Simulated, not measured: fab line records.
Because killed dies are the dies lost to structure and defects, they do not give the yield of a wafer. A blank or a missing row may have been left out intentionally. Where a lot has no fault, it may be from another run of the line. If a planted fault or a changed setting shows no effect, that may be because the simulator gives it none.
2 desks, one fault | flow gf180mcu | every desk sees just its own numbers, and what lay behind them comes last

## DESK OF THE TOOL OWNER: cvdW-01
The tool's own readings at GF_V2_CVD_23 (deposits W, target thk 350 nm, time 104.94 s): means of the sampled wafers that have a number, for each lot that ran on this tool. Marked OUT: a lot whose mean sits more than 4 standard deviations from the usual mean, which makes it out of limits; the brackets give that distance.
Columns: A = chamberPressureTorr at GF_V2_CVD_23, usual 40.00 Torr; B = heaterPowerW at GF_V2_CVD_23, usual 823 W
lot  | first seen here | A     | B
L576 | day 21 17:44    | 40.00 | 832
L583 | day 24 06:01    | 40.01 | 834
L584 | day 24 16:26    | 40.00 | 844
L594 | day 27 18:22    | 39.95 | 822
L595 | day 28 01:11    | 40.01 | 801
This desk found nothing out of limits on any of the 5 lots.

## THE METROLOGY DESK
Means of the sampled wafers that have a number, per lot and without regard to the tool the lot ran on: this is what the gauges read. Marked OUT: a lot whose mean sits more than 4 standard deviations from the usual mean, which makes it out of limits; the brackets give that distance.
Columns: A = V2_W_RS at GF_V2_RS_MEAS_24, usual 0.329 ohm/sq; B = V2_W_THK at GF_V2_THK_MEAS_25, usual 346 nm
lot  | first seen here | A               | B
L572 | day 20 06:38    | 0.334           | 339
L576 | day 21 17:52    | 0.331           | 347
L577 | day 22 13:16    | 0.327           | 356
L583 | day 24 06:08    | 0.397 (+15) OUT | 289 (-8.4) OUT
L584 | day 24 16:33    | 0.401 (+16) OUT | 290 (-8.2) OUT
L589 | day 26 05:37    | 0.328           | 345
L592 | day 27 07:58    | 0.328           | 340
L594 | day 27 18:29    | 0.330           | 346
L593 | day 27 19:34    | 0.332           | 345
L595 | day 28 01:19    | 0.327           | 351
This desk's result: L583, L584 out of limits, first on L583 (V2_W_RS at GF_V2_RS_MEAS_24), day 24 06:08. L572, L576, L577, L589, L592, L594, L593, L595: within limits.

## PUT TOGETHER
An alarm was possible from the metrology desk at day 24 06:08, on L583, L584.
The tool owner's desk saw nothing out of limits.
On record at the tool owner's desk: L583, L584, within its limits.
On cvdW-01, each named lot ran GF_V2_CVD_23.

## WHAT THE SIMULATOR HAD PUT IN
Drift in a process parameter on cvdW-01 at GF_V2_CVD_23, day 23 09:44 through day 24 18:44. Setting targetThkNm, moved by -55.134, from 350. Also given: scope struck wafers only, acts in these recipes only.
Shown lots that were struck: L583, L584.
Time in hours between the start of the fault and the first out-of-limits reading at each desk: metrology desk, 20.
